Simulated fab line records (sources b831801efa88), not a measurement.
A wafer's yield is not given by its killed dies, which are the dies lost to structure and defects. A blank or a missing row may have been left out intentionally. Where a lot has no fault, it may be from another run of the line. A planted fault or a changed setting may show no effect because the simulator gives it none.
Which tool did it?	flow sky130	33 wafers from 11 lots sampled at 3 of the route's 708 steps

## WHAT THE GAUGES READ, wafer by wafer
SKY_CAPM_THK_MEAS_01.
lot	measured	on	CAPM_CVD_00_THK (nm)
L206	day 36 14:04	film_metro-02	15.51 15.21 15.57
L208	day 37 09:38	film_metro-02	15.52 16.06 15.36
L210	day 38 07:04	film_metro-02	15.16 15.99 15.63
L212	day 38 21:20	film_metro-03	15.40 15.47 15.63
L213	day 39 13:55	film_metro-04	15.78 15.66 15.62
L220	day 41 06:22	film_metro-04	15.42 15.83 15.66
L223	day 42 00:46	film_metro-03	15.19 16.05 15.52
L224	day 42 09:07	film_metro-04	15.64 15.22 15.10
L225	day 42 12:56	film_metro-02	15.19 15.47 15.53
L226	day 43 02:32	film_metro-03	15.32 15.63 15.51
L228	day 43 16:37	film_metro-02	15.57 15.80 15.87

## TOOL THAT RAN EACH LOT (tool first, then ch and the chambers of the sampled wafers, then the start)
lot	SKY_VIA1_ETCH_14	SKY_VIA2_ETCH_14
L206	rie_diel-01 ch 0,2,3, day 34 04:35	rie_diel-04 ch 0,1, day 36 12:28
L208	rie_diel-02 ch 0,1,2, day 35 00:38	rie_diel-01 ch 0,1,3, day 37 07:58
L210	rie_diel-03 ch 1,2,3, day 35 22:02	rie_diel-01 ch 0,2,3, day 38 05:32
L212	rie_diel-03 ch 2,3, day 36 12:44	rie_diel-01 ch 0,2,3, day 38 19:46
L213	rie_diel-02 ch 0,3, day 37 06:08	rie_diel-01 ch 0,1, day 39 12:22
L220	rie_diel-01 ch 1,2,3, day 38 23:29	rie_diel-03 ch 1,3, day 41 04:49
L223	rie_diel-01 ch 2,3, day 39 19:44	rie_diel-04 ch 0,1,2, day 41 23:13
L224	rie_diel-01 ch 0,2,3, day 40 04:35	rie_diel-01 ch 1,2,3, day 42 07:31
L225	rie_diel-02 ch 0,1,2, day 40 07:44	rie_diel-04 ch 1,2, day 42 11:23
L226	rie_diel-01 ch 0,2, day 40 22:26	rie_diel-03 ch 0,1,3, day 43 00:59
L228	rie_diel-02 ch 0,1,3, day 41 13:20	rie_diel-01 ch 0,1,3, day 43 15:01
- SKY_VIA1_ETCH_14: etches BARC in N2/H2, stops on SiO2, time 45.9 s, target depth 60 nm.
- SKY_VIA2_ETCH_14: etches BARC in N2/H2, stops on SiO2, time 45.9 s, target depth 60 nm.

## THE ANSWER, worked out from the rows above alone
Rule: the lots themselves supply what counts as usual. Put in order of their means at a reading, lots are off if they are a third of the lots or fewer, leave a main group of 4 or more, and stand apart from it by a gap of 3 or more times the standard deviation of the main group's means; of several such gaps the widest counts. If all means in a main group match to the digits the tables above print for the reading, that group is not used. A lot without any number at a reading at which 4 lots or more have one is off too. All remaining lots with rows at the step are treated as sound.
Nothing can be told from this: no lot is off at any reading shown.

## WHAT THE SIMULATOR PUT IN
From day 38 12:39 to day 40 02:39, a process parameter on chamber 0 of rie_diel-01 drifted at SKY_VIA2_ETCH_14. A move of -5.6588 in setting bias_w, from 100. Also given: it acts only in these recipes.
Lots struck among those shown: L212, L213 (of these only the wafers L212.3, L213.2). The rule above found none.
